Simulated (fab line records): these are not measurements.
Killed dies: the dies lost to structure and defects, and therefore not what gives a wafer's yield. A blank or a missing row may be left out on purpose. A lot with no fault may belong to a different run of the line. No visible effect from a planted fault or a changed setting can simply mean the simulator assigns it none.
8D (eight disciplines) problem report, filled in by code | flow sky130 | the parts of the form that need people (team, actions taken, sign-off) are left out

## 1. WHAT WENT WRONG
Wafers without a fault read 89.16 s, standard deviation 0.13; runLengthS at SKY_VT_ADJUST_HVTP_SOFTBAKE_03 reads a mean of 82.27 s on 6 wafers belonging to 2 lots. That is -53 standard deviations from the usual mean.
The step: time 60 s.
Seen first at day 9 07:52 on lithoTrack-04, wafer L193.2. At this step, 36 wafers from 12 lots have a number in the record. Rule for "out" (also "out of limits"): further than 4 standard deviations from the usual mean. The other wafers with a number count as sound.

## 2. WHAT IT IS, AND WHAT IT ISN'T
question                    | is                            | is not
which readings at this step | runLengthS, heaterPowerTotalW | -
which lots                  | L193, L195                    | L180, L183, L185, L186, L187, L188, L189, L200, L202, L203
which wafers of those lots  | all that have a number        | -
read on which tools         | lithoTrack-04                 | lithoTrack-02, lithoTrack-03
when                        | from day 9 07:52              | up to then (21 sound wafers); but 9 sound wafers of L200, L202, L203 came after

## 3. SUSPECTS, AND WHAT RULES EACH OUT
Counting: any tool at a process step up to the reading is kept as a suspect provided that every lot that is out went through it and no sound lot did after the first of them.
- lithoTrack-04 at SKY_VT_ADJUST_HVTP_SOFTBAKE_03 (time 60 s): kept. All lots that are out passed through it, beginning with L193 at day 9 07:52, and no sound lot followed; its final sound lot before that point was L189 at day 8 02:25. Its own readings are out on those wafers: heaterPowerTotalW, runLengthS.
Left after counting: lithoTrack-04 at SKY_VT_ADJUST_HVTP_SOFTBAKE_03.

## 4. THE CAUSE (what the simulator had put in)
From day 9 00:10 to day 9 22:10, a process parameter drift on lithoTrack-04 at SKY_VT_ADJUST_HVTP_SOFTBAKE_03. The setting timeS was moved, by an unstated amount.
Only this tool survived the counting.

## 5. THE EFFECT CHAIN, in route order
Each row: a reading whose mean over the struck wafers that have a number lies more than 3 standard deviations from the usual. Scope: only readings with a usual standard deviation given in the record; hours: median across lots of the time from each lot's start at the first step in this table that gives one to its start at this step; sigmas: change in usual standard deviations.
hours | step                           | reading           | usual   | on struck wafers | change | sigmas
0     | SKY_VT_ADJUST_HVTP_SOFTBAKE_03 | heaterPowerTotalW | 56.60 W | 58.85            | +2.25  | +49
0     | SKY_VT_ADJUST_HVTP_SOFTBAKE_03 | runLengthS        | 89.16 s | 82.27            | -6.89  | -53
Here are the process steps it includes:
- SKY_VT_ADJUST_HVTP_SOFTBAKE_03: time 60 s.

## 6. HOW IT WOULD HAVE BEEN CAUGHT EARLIER
In this record the first reading out of limits was taken at day 9 07:52, 8 hours after the fault began at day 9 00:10.
